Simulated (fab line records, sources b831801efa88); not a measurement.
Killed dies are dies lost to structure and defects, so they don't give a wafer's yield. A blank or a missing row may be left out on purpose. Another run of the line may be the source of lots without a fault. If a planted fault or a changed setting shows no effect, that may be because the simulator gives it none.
One fault through the eyes of 2 desks / flow sky130 / every desk sees just its own numbers, and what lay behind them comes last

THE TOOL OWNER'S DESK: lpcvd-01
The tool's own readings at SKY_POLY_GATE_CVD_00 (deposits poly-Si, target thk 180 nm, time 720 s): means of the sampled wafers that have a number, for each lot that ran on this tool. The brackets show how far a lot's mean lies from the usual mean; more than 4 standard deviations puts the lot out of limits, marked OUT.
Columns: A = zone-power-upper-pct at SKY_POLY_GATE_CVD_00, usual 9.4 %
lot=L469; first seen here=day 13 18:35; A=9.9
lot=L471; first seen here=day 14 05:56; A=8.8
lot=L474; first seen here=day 15 07:47; A=9.9
lot=L475; first seen here=day 15 18:31; A=9.9
lot=L476; first seen here=day 16 06:32; A=9.9
lot=L485; first seen here=day 19 11:55; A=8.9
lot=L487; first seen here=day 20 13:59; A=9.9
lot=L489; first seen here=day 20 21:19; A=9.9
lot=L490; first seen here=day 21 03:20; A=8.8
lot=L491; first seen here=day 21 12:56; A=10.0
lot=L492; first seen here=day 22 02:47; A=8.9
Result from this desk: across the 11 lots, nothing is out of limits.

METROLOGY DESK
What the gauges read, lot by lot, whatever tool the lot ran on: means of the sampled wafers that have a number. The brackets show how far a lot's mean lies from the usual mean; more than 4 standard deviations puts the lot out of limits, marked OUT.
Columns: A = VT_ADJUST_NCORE_OVL at SKY_VT_ADJUST_NCORE_OVL_MEAS_08, usual -0.1 nm; B = POLY_GATE_CVD_00_THK at SKY_POLY_GATE_THK_MEAS_01, usual 180.5 nm
lot=L469; first seen here=day 8 12:44; A=0.2; B=180.2
lot=L471; first seen here=day 8 22:23; A=0.1; B=179.5
lot=L474; first seen here=day 9 19:21; A=0.6; B=179.4
lot=L475; first seen here=day 10 04:05; A=0.4; B=148.8 (-23) OUT
lot=L476; first seen here=day 10 12:41; A=1.3; B=147.8 (-23) OUT
lot=L485; first seen here=day 13 07:02; A=2.2; B=184.2
lot=L487; first seen here=day 14 00:35; A=-2.0; B=180.2
lot=L489; first seen here=day 14 09:26; A=0.6; B=180.1
lot=L490; first seen here=day 14 16:53; A=-1.9; B=180.6
lot=L491; first seen here=day 15 00:02; A=-1.0; B=178.7
lot=L492; first seen here=day 15 09:05; A=-2.2; B=179.8
Per this desk, out of limits: L475, L476; the first was L475, day 15 19:43 (POLY_GATE_CVD_00_THK at SKY_POLY_GATE_THK_MEAS_01). Within limits: L469, L471, L474, L485, L487, L489, L490, L491, L492.

TAKEN TOGETHER
L475, L476 would have let the metrology desk raise an alarm at day 15 19:43.
Nothing out of limits was seen by the tool owner's desk.
The tool owner's desk has L475, L476 on record, within its limits.
SKY_POLY_GATE_CVD_00 was run on lpcvd-01 by each of the lots named.

WHAT THE SIMULATOR PUT IN
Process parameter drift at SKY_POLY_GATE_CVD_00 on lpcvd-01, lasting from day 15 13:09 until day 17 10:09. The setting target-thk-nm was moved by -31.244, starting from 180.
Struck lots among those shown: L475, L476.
Delay in hours, fault start to first out-of-limits reading, per desk: metrology desk 7.
